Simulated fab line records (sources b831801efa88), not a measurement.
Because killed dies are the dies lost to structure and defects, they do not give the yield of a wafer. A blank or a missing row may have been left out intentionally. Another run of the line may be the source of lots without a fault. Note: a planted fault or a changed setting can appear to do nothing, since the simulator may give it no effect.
2 desks looking at one fault -- flow gf180mcu -- each desk holds nothing but its own numbers, with what lay behind them at the end

## METROLOGY DESK
What the gauges read, lot by lot, whatever tool the lot ran on: means of the sampled wafers that have a number. Marked OUT: a lot whose mean sits more than 4 standard deviations from the usual mean, which makes it out of limits; the brackets give that distance.
Columns: A = M3_ALCU_RS at GF_M3_RS_MEAS_05, usual 0.0692 ohm/sq; B = M3_OVL at GF_M3_OVL_MEAS_15, usual -2 nm
lot,first seen here,A,B
L823,day 20 08:28,0.0703,-2
L825,day 21 05:11,0.0693,-3
L826,day 21 08:41,0.0689,-3
L828,day 22 06:19,0.0695,5
L829,day 22 14:50,0.0701,1
L830,day 22 23:47,0.0692,2
L833,day 23 20:23,0.0698,-16
L841,day 26 15:08,0.0681,2
L842,day 26 21:38,0.0685,-1
L843,day 27 01:22,0.0696,-0
L844,day 27 09:32,0.0690,-0
L845,day 27 17:16,0.0689,0
L846,day 28 01:33,0.0690,-6
This desk found nothing out of limits on any of the 13 lots.

## AT THE TOOL OWNER'S DESK: cmp-02
The tool's own readings at GF_V2_CMP_26 (polishes, stops on SiO2, t overpolish 15 s, target thk 0 nm): means of the sampled wafers that have a number, for each lot that ran on this tool. Marked OUT: a lot whose mean sits more than 4 standard deviations from the usual mean, which makes it out of limits; the brackets give that distance.
Columns: A = motor-current-A at GF_V2_CMP_26, usual 11.0 A; B = overpolish-run-s at GF_V2_CMP_26, usual 15.001 s; C = time-to-endpoint-s at GF_V2_CMP_26, usual 85 s
lot,first seen here,A,B,C
L823,day 20 07:55,11.0,15.005,83
L825,day 21 04:39,10.3,15.004,85
L826,day 21 08:13,11.6,14.992,85
L828,day 22 05:48,12.0,14.997,87
L829,day 22 14:23,11.0,14.995,88
L830,day 22 23:17,10.2,14.984,85
L833,day 23 19:54,12.5,7.518 (-99 or more) OUT,110 (+6.3) OUT
L846,day 28 01:06,11.3,15.003,91
Finding of this desk: L833 out of limits; the first was L833 at day 23 19:54, on overpolish-run-s at GF_V2_CMP_26. L823, L825, L826, L828, L829, L830, L846: within limits.

## TAKEN TOGETHER
An alarm could have come from the tool owner's desk at day 23 19:54, on L833.
From the metrology desk's view, nothing was out of limits.
The metrology desk holds a record of L833, inside its limits.
Of the lots named, all ran GF_V2_CMP_26 on cmp-02.

## WHAT WAS PUT IN BY THE SIMULATOR
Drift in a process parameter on cmp-02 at GF_V2_CMP_26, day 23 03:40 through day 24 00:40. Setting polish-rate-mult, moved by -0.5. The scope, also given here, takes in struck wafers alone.
Shown lots that were struck: L833.
Each desk's first reading out of limits, in hours after the fault started: the tool owner's desk, 16.
